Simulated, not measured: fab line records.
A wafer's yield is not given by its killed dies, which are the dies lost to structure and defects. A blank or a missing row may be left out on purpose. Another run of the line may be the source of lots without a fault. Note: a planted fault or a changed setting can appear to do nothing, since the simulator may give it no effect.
Struck lot and sound lot, side by side -- flow sky130 -- 43 steps out of a route of 708
Sound: these wafers, L229.1, L229.2, L229.6. Struck: wafer L239.5. (L239.2, L239.6 of the same lot were not struck and are left out.) The cause comes at the end.
Per side, at each step with rows, come the tool, then ch with its chambers, and then its first start. Under that, the readings that differ: sound wafers -- struck wafers -- difference of the means -- sigmas: that difference in standard deviations of wafers without a fault.
alike: words and numbers the same on both sides, and readings whose means are apart by under 2 such deviations; not compared: readings that were withheld, readings missing a value for some wafer, numbers with overlapping values and no deviation given by the record, and bounds like >300 which may hide the same value.
Wherever a step has rows on one side only, a row that says differs or no value, or a row with sigmas, the two part there. Numbers that don't overlap but have no deviation are shown without sigmas and don't part them. A reading that every wafer of one side lacks parts them only if that side has two wafers or more.

first, 3 steps without rows for these wafers: SKY_LDD_N_EXPOSE_04 (exposes mask NTM, target cd 840 nm); SKY_LDD_N_PEB_05; SKY_LDD_N_DEVELOP_06 (develop time 60 s).
SKY_LDD_N_OVL_MEAS_07:
  sound on overlay-01 at day 18 19:29; struck on overlay-01 at day 23 02:27
  alike: LDD_N_OVL
then, 8 steps without rows for these wafers: SKY_LDD_N_IMPLANT_08; SKY_LDD_N_IMPLANT_09; SKY_LDD_N_IMPLANT_10; SKY_LDD_N_IMPLANT_11; SKY_LDD_N_IMPLANT_12; SKY_LDD_N_IMPLANT_13; SKY_LDD_N_IMPLANT_14; SKY_LDD_N_IMPLANT_15.
SKY_LDD_N_STRIP_16: strips in O2/N2.
  sound on plasmaAsher-04 ch 0,1, day 18 20:43; struck on plasmaAsher-02 ch 0, day 23 03:41
  alike: drypumpMotorCurrentA, oesProductAu, stripTimeToEndpointS
  not compared: rfHoursCounterH
SKY_LDD_N_TW_MEAS_17:
  sound on filmMetro-01 at day 18 20:49; struck on filmMetro-01 at day 23 03:47
  alike: LDD_N_TW
then, 7 steps without rows for these wafers: SKY_LDD_P_DEHYDRATE_00 (time 60 s); SKY_LDD_P_HMDS_01 (prime time 60 s); SKY_LDD_P_COAT_02 (resist thk 1140 nm); SKY_LDD_P_SOFTBAKE_03 (time 60 s); SKY_LDD_P_EXPOSE_04 (exposes mask PSDM, target cd 380 nm); SKY_LDD_P_PEB_05; SKY_LDD_P_DEVELOP_06 (develop time 60 s).
SKY_LDD_P_CD_MEAS_07: target cd 380 nm.
  sound on cdSem-02 at day 20 04:06; struck on cdSem-01 at day 24 10:26
  alike: cdNm
SKY_LDD_P_OVL_MEAS_08:
  sound on overlay-01 at day 20 04:13; struck on overlay-02 at day 24 10:32
  alike: LDD_P_OVL
then, 1 step without rows for these wafers: SKY_LDD_P_IMPLANT_09.
SKY_LDD_P_STRIP_10: strips in O2/N2.
  sound on plasmaAsher-03 ch 0,1, day 20 04:25; struck on plasmaAsher-03 ch 1, day 24 10:43
  alike: drypumpMotorCurrentA, oesProductAu, stripTimeToEndpointS
  not compared: rfHoursCounterH
SKY_LDD_P_TW_MEAS_11:
  sound on filmMetro-04 at day 20 04:31; struck on filmMetro-01 at day 24 10:50
  alike: LDD_P_TW
then, 7 steps without rows for these wafers: SKY_LDD_HVN_DEHYDRATE_00 (time 60 s); SKY_LDD_HVN_HMDS_01 (prime time 60 s); SKY_LDD_HVN_COAT_02 (resist thk 300 nm); SKY_LDD_HVN_SOFTBAKE_03 (time 60 s); SKY_LDD_HVN_EXPOSE_04 (exposes mask HVNTM, target cd 700 nm); SKY_LDD_HVN_PEB_05; SKY_LDD_HVN_DEVELOP_06 (develop time 60 s).
SKY_LDD_HVN_OVL_MEAS_07:
  sound on overlay-01 at day 21 11:26; struck on overlay-01 at day 25 16:44
reading,sound,struck,difference,sigmas
LDD_HVN_OVL (nm),0.4 -0.3 -1.3,2.1,+2.5,+2
then, 1 step without rows for these wafers: SKY_LDD_HVN_IMPLANT_08.
SKY_LDD_HVN_STRIP_09: strips in O2/N2.
  sound on plasmaAsher-01 ch 0,1, day 21 11:37; struck on plasmaAsher-02 ch 0, day 25 16:55
reading,sound,struck,difference,sigmas
drypumpMotorCurrentA (A),5.8 4.7 4.7,6.1,+1.0,+2
stripTimeToEndpointS (s),4.126 4.141 4.118,4.095,-0.033,-2
  alike: oesProductAu
  not compared: rfHoursCounterH
SKY_LDD_HVN_TW_MEAS_10:
  sound on filmMetro-01 at day 21 11:43; struck on filmMetro-01 at day 25 17:02
  alike: LDD_HVN_TW
then, 5 steps without rows for these wafers: SKY_LDD_HVP_DEHYDRATE_00 (time 60 s); SKY_LDD_HVP_HMDS_01 (prime time 60 s); SKY_LDD_HVP_COAT_02 (resist thk 300 nm); SKY_LDD_HVP_SOFTBAKE_03 (time 60 s); SKY_LDD_HVP_EXPOSE_04 (exposes mask HVPTM, target cd 700 nm).
-- a jump in the record: the struck wafers' starts before and after are 24 days apart (it breaks off in module LDD_HVP and resumes in module PAD_OPEN, where the first step shown is number 708 of the route) --
SKY_PAD_OPEN_PROBE_99:
  sound on prober-01 at day 46 15:19; struck on prober-01 at day 49 10:07
reading,sound,struck,difference,sigmas
killedAtFrontEnd,19 19 19,42,+23,+5
killedDies,85 92 102,114,+21,+2
killedOnRim,14 14 15,28,+14,+4
  alike: killed_at_M0_to_M3, killed_at_M4_up, killedAtContacts, killedAtOther, killedOpen, killedShort

== WHERE THEY PART ==
First at SKY_LDD_HVN_OVL_MEAS_07; last, within this record, at SKY_PAD_OPEN_PROBE_99.

WHY: what the simulator had put in
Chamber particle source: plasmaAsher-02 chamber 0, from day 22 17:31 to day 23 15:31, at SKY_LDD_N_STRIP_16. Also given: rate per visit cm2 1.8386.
